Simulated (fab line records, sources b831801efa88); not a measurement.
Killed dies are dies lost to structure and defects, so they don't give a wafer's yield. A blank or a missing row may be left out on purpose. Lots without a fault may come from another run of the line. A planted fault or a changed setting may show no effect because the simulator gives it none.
One fault seen from 2 desks | flow sky130 | each desk has only its own numbers; what lay behind them comes last

THE METROLOGY DESK
What the gauges read, lot by lot, whatever tool the lot ran on: means of the sampled wafers that have a number. A lot is out of limits, marked OUT, if its mean lies more than 4 standard deviations from the usual mean; the brackets give that distance.
Columns: A = GATE_OXIDE_OVL at SKY_GATE_OXIDE_OVL_MEAS_10, usual -0.3 nm; B = LDD_N_TW at SKY_LDD_N_TW_MEAS_17, usual 2596
lot  | first seen here | A    | B
L922 | day 14 05:37    | 0.7  | 2582
L923 | day 14 12:02    | -1.9 | 2572
L924 | day 14 19:46    | 0.1  | 2595
L929 | day 16 08:07    | 0.5  | 2578
L933 | day 18 06:53    | -1.1 | 2563
L934 | day 18 11:47    | -0.5 | 2529 (-4.2) OUT
L936 | day 18 23:49    | 0.4  | 2622
L937 | day 19 06:07    | -2.1 | 2608
L943 | day 21 11:40    | -1.3 | 2602
L944 | day 21 17:25    | -0.9 | 2597
L945 | day 21 23:17    | -0.0 | 2614
This desk's finding: out of limits on L934; first on L934, day 22 18:26 (LDD_N_TW at SKY_LDD_N_TW_MEAS_17). In limits: L922, L923, L924, L929, L933, L936, L937, L943, L944, L945.

THE TOOL OWNER'S DESK: implanter-01
The tool's own readings at SKY_LDD_N_IMPLANT_10: means of the sampled wafers that have a number, for each lot that ran on this tool. A lot is out of limits, marked OUT, if its mean lies more than 4 standard deviations from the usual mean; the brackets give that distance.
Columns: A = dose_ions_cm2 at SKY_LDD_N_IMPLANT_10, usual 7.5e+13; B = faraday_current_uA at SKY_LDD_N_IMPLANT_10, usual 422
lot  | first seen here | A                         | B
L922 | day 18 05:44    | 7.5e+13                   | 423
L933 | day 22 10:17    | 4.5e+13 (-99 or more) OUT | 255 (-20) OUT
L934 | day 22 17:26    | 4.5e+13 (-99 or more) OUT | 258 (-20) OUT
L943 | day 25 11:11    | 7.5e+13                   | 416
L944 | day 25 18:57    | 7.5e+13                   | 422
This desk's finding: out of limits on L933, L934; first on L933, day 22 10:17 (dose_ions_cm2 at SKY_LDD_N_IMPLANT_10). In limits: L922, L943, L944.

PUT TOGETHER
The tool owner's desk could have raised an alarm at day 22 10:17, on L933, L934.
The metrology desk could have raised an alarm at day 22 18:26, on L934.
The metrology desk has L933 on record, within its limits.
Of the lots named, all ran SKY_LDD_N_IMPLANT_10 on implanter-01.

WHAT THE SIMULATOR HAD PUT IN
Process parameter drift: implanter-01, from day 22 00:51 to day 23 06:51, at SKY_LDD_N_IMPLANT_10. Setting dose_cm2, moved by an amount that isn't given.
Lots struck among those shown: L933, L934.
Hours from the fault's start to each desk's first reading out of limits: the tool owner's desk, 9; the metrology desk, 18.
